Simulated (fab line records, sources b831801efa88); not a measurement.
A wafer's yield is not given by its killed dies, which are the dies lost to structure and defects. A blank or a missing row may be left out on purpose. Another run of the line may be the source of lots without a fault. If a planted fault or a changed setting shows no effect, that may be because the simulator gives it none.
A lot that was struck, set against a sound lot :: flow gf180mcu :: 16 steps out of a route of 602
Sound: these wafers, L326.2, L326.3, L326.5. Struck: wafer L339.1; the same lot's L339.2 was not struck, so it is left out; see the end for the cause.
Per side, at each step with rows, come the tool, then ch with its chambers, and then its first start. Under that, the readings that differ: sound wafers :: struck wafers :: difference of the means :: sigmas: that difference in standard deviations of wafers without a fault.
alike: readings with means less than 2 such deviations apart, plus words and numbers identical on both sides. not compared: withheld readings, readings lacking a value on some wafer, bounds such as >300 that could conceal the same value, and numbers that have no deviation in the record and whose values overlap.
Wherever a step has rows on one side only, a row that says differs or no value, or a row with sigmas, the two part there. Numbers that have no deviation but don't overlap get no sigmas and don't part them. A reading missing from all wafers of one side parts the sides only when that side holds two or more wafers.

GF_STI_THK_MEAS_02:
  sound on film-metro-04 at day 1 21:31; struck on film-metro-04 at day 4 15:23
  alike: STI_OXIDATION_THK
then, 1 step without rows for these wafers: GF_STI_CVD_03 (deposits Si3N4 from DCS/NH3, target thk 207.16 nm, time 3551 s).
GF_STI_THK_MEAS_04:
  sound on film-metro-02 at day 2 00:34; struck on film-metro-02 at day 4 17:26
  alike: STI_CVD_03_THK
then, 7 steps without rows for these wafers: GF_STI_DEHYDRATE_05 (time 60 s); GF_STI_HMDS_06 (prime time 60 s); GF_STI_COAT_07 (resist thk 700 nm); GF_STI_SOFTBAKE_08 (time 60 s); GF_STI_EXPOSE_09 (exposes mask COMP, target cd 220 nm); GF_STI_PEB_10 (peb time 90 s); GF_STI_DEVELOP_11 (develop time 60 s).
GF_STI_CD_MEAS_12: the cd target is 220 nm.
  sound on cd-sem-01 at day 2 12:49; struck on cd-sem-02 at day 5 06:54
  alike: cd-nm
GF_STI_ETCH_13: etches the open film in CHF3/O2, stops on Si, target depth 282.31 nm, time 112.9 s.
  sound on rie-diel-04 ch 0,1,2, day 2 12:55; struck on rie-diel-04 ch 3, day 5 07:01
reading: run-length-s (s)
sound: 141.0 141.9 141.2
struck: 140.2
difference: -1.2
sigmas: -2
  alike: drypump-motor-current-A, oes-product-au, throttle-valve-pct
  not compared: rf-hours-counter-h
GF_STI_ETCH_14: etches Si in HBr/Cl2/O2, target depth 360 nm, time 102.9 s.
  sound on rie-si-02 ch 1,3, day 2 13:00; struck on rie-si-02 ch 1, day 5 07:06
reading: run-length-s (s)
sound: 130.9 131.0 130.6
struck: 79.9
difference: -50.9
sigmas: -99 or more

reading: model.etch.depth-nm (nm)
sound: 358.4 365.3 358
struck: 181.6
difference: -179.0
sigmas: 

reading: model.STI.feature-depth-nm (nm)
sound: 358.4 365.3 358
struck: 181.6
difference: -179.0
sigmas: 

reading: model.KrF_of_STI_COAT_07.thk-nm (nm)
sound: 319.6 320.2 320.1
struck: 382.4
difference: +62.4
sigmas: 
  alike: HBr_flow_sccm, drypump-motor-current-A, oes-product-au, throttle-valve-pct
  not compared: rf-hours-counter-h
GF_STI_STRIP_15: strips in O2/N2.
  sound on plasma-asher-03 ch 0, day 2 13:05; struck on plasma-asher-03 ch 1, day 5 07:11
reading: oes-product-au (a.u.)
sound: 0.380 0.383 0.382
struck: 0.408
difference: +0.026
sigmas: +6

reading: strip-time-to-endpoint-s (s)
sound: 3.74 3.74 3.71
struck: 4.38
difference: +0.65
sigmas: +17
  alike: drypump-motor-current-A, heater-power-w
  not compared: rf-hours-counter-h
then, 1 step without rows for these wafers: GF_STI_CLEAN_16 (cleans in dHF, time 25 s).
-- the record jumps here: 28 days lie between the struck wafers' starts before and after (it left off in module STI and takes up again in module PASSIVATION, whose first step shown is number 602 of the route) --
GF_PASSIVATION_PROBE_99:
  sound on prober-02 at day 29 22:02; struck on prober-01 at day 33 12:22
reading: model.etest.ldpmos_10p0.r-on-ohm-um
sound: 1.136e+04 1.134e+04 1.133e+04
struck: 9978
difference: -1365
sigmas: 

reading: model.etest.pwell-in-dnwell.line-ohm-um
sound: 3793 3862 3775
struck: 2832
difference: -978
sigmas: 

reading: model.etest.ldnmos_10p0.r-on-ohm-um
sound: 3742 3758 3751
struck: 3046
difference: -704
sigmas: 

reading: model.etest.pwell-in-dnwell.rs-ohm-sq
sound: 2288 2326 2292
struck: 1692
difference: -610
sigmas: 

reading: model.etest.p-drift.rs-ohm-sq
sound: 2470 2558 2492
struck: 1861
difference: -646
sigmas: 

reading: model.etest.n-drift.rs-ohm-sq
sound: 1214 1248 1215
struck: 823
difference: -403
sigmas: 

reading: model.etest.nwell.line-ohm-um
sound: 1186 1223 1191
struck: 861.7
difference: -338.3
sigmas: 

reading: model.etest.nwell.rs-ohm-sq
sound: 1023 1044 1026
struck: 743.8
difference: -287.2
sigmas: 

WHERE THEY PART
At GF_STI_ETCH_13 first; at GF_STI_STRIP_15 last (within this record only).

WHY: what the simulator had put in
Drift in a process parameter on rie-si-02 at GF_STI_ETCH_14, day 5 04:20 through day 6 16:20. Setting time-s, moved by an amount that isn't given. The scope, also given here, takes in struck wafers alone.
